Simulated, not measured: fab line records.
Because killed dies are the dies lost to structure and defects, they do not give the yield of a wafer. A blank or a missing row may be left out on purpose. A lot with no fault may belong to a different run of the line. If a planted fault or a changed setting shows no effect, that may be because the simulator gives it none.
A struck lot beside a sound one | flow sfq_line | 42 steps out of a route of 325
Sound: wafers L624.2, L624.4, L624.5. Struck: wafer L632.1 (L632.2, L632.4, from the same lot, were not struck and are left out); the cause is given at the end.
Each step with rows lists, per side, the tool, then ch with its chambers, then its first start. Under that, the readings that differ: sound wafers | struck wafers | difference of the means | sigmas: that difference in standard deviations of wafers without a fault.
alike: readings whose means differ by less than 2 such deviations, and words and numbers that are the same on both sides. not compared: withheld readings, readings that some wafer has no value for, bounds like >300 that may hide the same value, and numbers for which the record gives no deviation and whose values overlap.
The two part at a step that has a row with sigmas, a row that says differs or no value, or rows on one side only. Non-overlapping numbers with no deviation appear without sigmas and do not part them. A reading missing from all wafers of one side parts the sides only when that side holds two or more wafers.

first, 6 steps without rows for these wafers: SFQ_TRILAYER_M1_LITHO_COAT_044 (resist thk 62 nm); SFQ_TRILAYER_M1_LITHO_COAT_039 (resist thk 600 nm); SFQ_TRILAYER_M1_LITHO_SOFTBAKE_043; SFQ_TRILAYER_M1_LITHO_EXPOSE_040 (exposes mask M1, target cd 500 nm); SFQ_TRILAYER_M1_LITHO_PEB_042 (peb time 60 s); SFQ_TRILAYER_M1_LITHO_DEVELOP_041 (time 60 s).
SFQ_M1_OVL_MEAS_911:
  sound on overlay-02 at day 15 18:01; struck on overlay-02 at day 18 06:46
  alike: M1_OVL
then, 4 steps without rows for these wafers: SFQ_TRILAYER_M1_BARC_OPEN_METAL_ETCH_054 (etches BARC in O2, target depth 125 nm, time 41.7 s); SFQ_TRILAYER_M1_ETCH_METAL_ETCH_042 (etches Nb in Cl2/Ar, stops on SiO2, target depth 240 nm, time 120 s); SFQ_TRILAYER_M1_STRIP_STRIP_043 (strips in O2); SFQ_TRILAYER_M1_STRIP_SOLV_CLEAN_044 (cleans in NMP, time 600 s).
SFQ_TRILAYER_I1_DEP_PECVD_045: deposits SiO2 from SiH4/N2O, time 111.11 s, target thk 500 nm.
  sound on pecvd-01 ch 0,1,2, day 15 19:00; struck on pecvd-01 ch 1, day 18 07:45
  alike: heater_power_w, throttle_valve_pct
  not compared: since_wet_clean_h
SFQ_TRILAYER_I1_CMP_CMP_046: polishes SiO2.
  sound on cmp-01 ch 1,3, day 16 06:21; struck on cmp-01 ch 2, day 18 09:52
  reading                                             | sound           | struck | difference | sigmas
  time_to_endpoint_s (s)                              | 208 218 217     | 269    | +55        | +5
  model.SiO2_of_TRILAYER_I1_DEP_PECVD_045.thk_nm (nm) | 198.9 199 198.5 | 301.9  | +103.1     |
  alike: motor_current_A, retaining_ring_pressure_frac
SFQ_I1_BOW_MEAS_912:
  sound on film_metro-02 at day 16 09:22; struck on film_metro-04 at day 18 12:41
  not compared: I1_BOW
SFQ_TRILAYER_I1_METRO_MEASURE_047:
  sound on film_metro-02 at day 16 09:40; struck on film_metro-04 at day 18 15:11
  reading     | sound             | struck | difference | sigmas
  thk_nm (nm) | 199.0 199.0 198.3 | 302.0  | +103.2     | +79
then, 6 steps without rows for these wafers: SFQ_TRILAYER_I1_VIA_LITHO_COAT_054 (resist thk 62 nm); SFQ_TRILAYER_I1_VIA_LITHO_COAT_049 (resist thk 650 nm); SFQ_TRILAYER_I1_VIA_LITHO_SOFTBAKE_053; SFQ_TRILAYER_I1_VIA_LITHO_EXPOSE_050 (exposes mask I1, target cd 500 nm); SFQ_TRILAYER_I1_VIA_LITHO_PEB_052 (peb time 60 s); SFQ_TRILAYER_I1_VIA_LITHO_DEVELOP_051 (time 60 s).
-- the record jumps here: 5 days lie between the struck wafers' starts before and after --
SFQ_I1_OVL_MEAS_913:
  sound on overlay-01 at day 20 21:37; struck on overlay-01 at day 23 13:42
  alike: I1_OVL
then, 1 step without rows for these wafers: SFQ_TRILAYER_I1_VIA_BARC_OPEN_VIA_ETCH_071 (etches BARC in O2, target depth 125 nm, time 41.7 s).
SFQ_TRILAYER_I1_VIA_ETCH_VIA_ETCH_052: etches SiO2 in CHF3, stops on Nb, target depth 260 nm.
  sound on rie_diel-03 ch 1,2,3, day 20 21:41; struck on rie_diel-02 ch 2, day 23 13:47
  reading                        | sound             | struck | difference | sigmas
  oes_product_au (a.u.)          | 0.847 0.854 0.855 | 1.009  | +0.157     | +30
  model.I1.feature_depth_nm (nm) | 198.9 199 198.5   | 263.9  | +65.1      |
  model.etch.depth_nm (nm)       | 198.9 199 198.5   | 263.9  | +65.1      |
  alike: drypump_motor_current_A
SFQ_TRILAYER_I1_VIA_STRIP_STRIP_053: strips in O2.
  sound on rie_metal-01 ch 0,1, day 20 21:48; struck on rie_metal-03 ch 0, day 23 13:53
  alike: drypump_motor_current_A, oes_product_au
  not compared: rf_hours_counter_h
then, 1 step without rows for these wafers: SFQ_TRILAYER_I1_VIA_STRIP_SOLV_CLEAN_054 (cleans in NMP, time 600 s).
SFQ_TRILAYER_M2_DEP_PRE_CLEAN_056: time 22.5 s.
  sound on pvd_sputter-06 at day 20 22:34; struck on pvd_sputter-06 at day 23 14:40
  reading                                             | sound           | struck | difference | sigmas
  model.SiO2_of_TRILAYER_I1_DEP_PECVD_045.thk_nm (nm) | 191.4 191.5 191 | 294.4  | +103.1     |
SFQ_TRILAYER_M2_DEP_SPUTTER_055: material Nb, target thk 200 nm, time 133.3 s.
  sound on pvd_sputter-06 at day 20 22:36; struck on pvd_sputter-06 at day 23 14:42
  alike: throttle_valve_pct
SFQ_M2_RS_MEAS_914: uses a four-point probe to measure.
  sound on film_metro-01 at day 20 22:43; struck on film_metro-04 at day 23 14:47
  alike: M2_NB_RS
then, 6 steps without rows for these wafers: SFQ_TRILAYER_M2_LITHO_COAT_062 (resist thk 62 nm); SFQ_TRILAYER_M2_LITHO_COAT_057 (resist thk 600 nm); SFQ_TRILAYER_M2_LITHO_SOFTBAKE_061; SFQ_TRILAYER_M2_LITHO_EXPOSE_058 (exposes mask M2, target cd 500 nm); SFQ_TRILAYER_M2_LITHO_PEB_060 (peb time 60 s); SFQ_TRILAYER_M2_LITHO_DEVELOP_059 (time 60 s).
-- the record jumps here: 3 days lie between the struck wafers' starts before and after --
SFQ_M2_OVL_MEAS_916:
  sound on overlay-02 at day 23 17:22; struck on overlay-01 at day 26 09:31
  alike: M2_OVL
SFQ_TRILAYER_M2_BARC_OPEN_METAL_ETCH_077: etches BARC in O2, target depth 125 nm, time 41.7 s.
  sound on rie_metal-02 ch 0,1, day 23 17:24; struck on rie_metal-02 ch 0, day 26 09:33
  alike: drypump_motor_current_A, oes_product_au
  not compared: rf_hours_counter_h
then, 3 steps without rows for these wafers: SFQ_TRILAYER_M2_ETCH_METAL_ETCH_060 (etches Nb in Cl2/Ar, stops on SiO2, target depth 240 nm, time 120 s); SFQ_TRILAYER_M2_STRIP_STRIP_061 (strips in O2); SFQ_TRILAYER_M2_STRIP_SOLV_CLEAN_062 (cleans in NMP, time 600 s).
SFQ_TRILAYER_I2_DEP_PECVD_063: deposits SiO2 from SiH4/N2O, time 111.11 s, target thk 500 nm.
  sound on pecvd-02 ch 0,2, day 23 18:22; struck on pecvd-03 ch 2, day 26 10:31
  alike: heater_power_w, throttle_valve_pct
  not compared: since_wet_clean_h
-- the record jumps here: 48 days lie between the struck wafers' starts before and after --
SFQ_M8_BOW_MEAS_951:
  sound on film_metro-01 at day 72 05:47; struck on film_metro-04 at day 74 01:31
  reading                 | sound             | struck | difference | sigmas
  model.etest.i1.link_ohm | 1.988 1.976 1.982 | 1e+06  | +1e+06     |
  alike: M8_BOW

== WHERE THEY PART ==
At SFQ_TRILAYER_I1_CMP_CMP_046 first; at SFQ_TRILAYER_I1_VIA_ETCH_VIA_ETCH_052 last (within this record only). Later steps at which nothing parts them and some readings are alike: SFQ_TRILAYER_I1_VIA_STRIP_STRIP_053, SFQ_TRILAYER_M2_DEP_SPUTTER_055, SFQ_M2_RS_MEAS_914, SFQ_M2_OVL_MEAS_916, SFQ_TRILAYER_M2_BARC_OPEN_METAL_ETCH_077, SFQ_TRILAYER_I2_DEP_PECVD_063, SFQ_M8_BOW_MEAS_951.

WHY: the cause the simulator had injected
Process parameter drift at SFQ_TRILAYER_I1_CMP_CMP_046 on cmp-01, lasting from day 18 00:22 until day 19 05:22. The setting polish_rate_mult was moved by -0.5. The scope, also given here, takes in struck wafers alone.
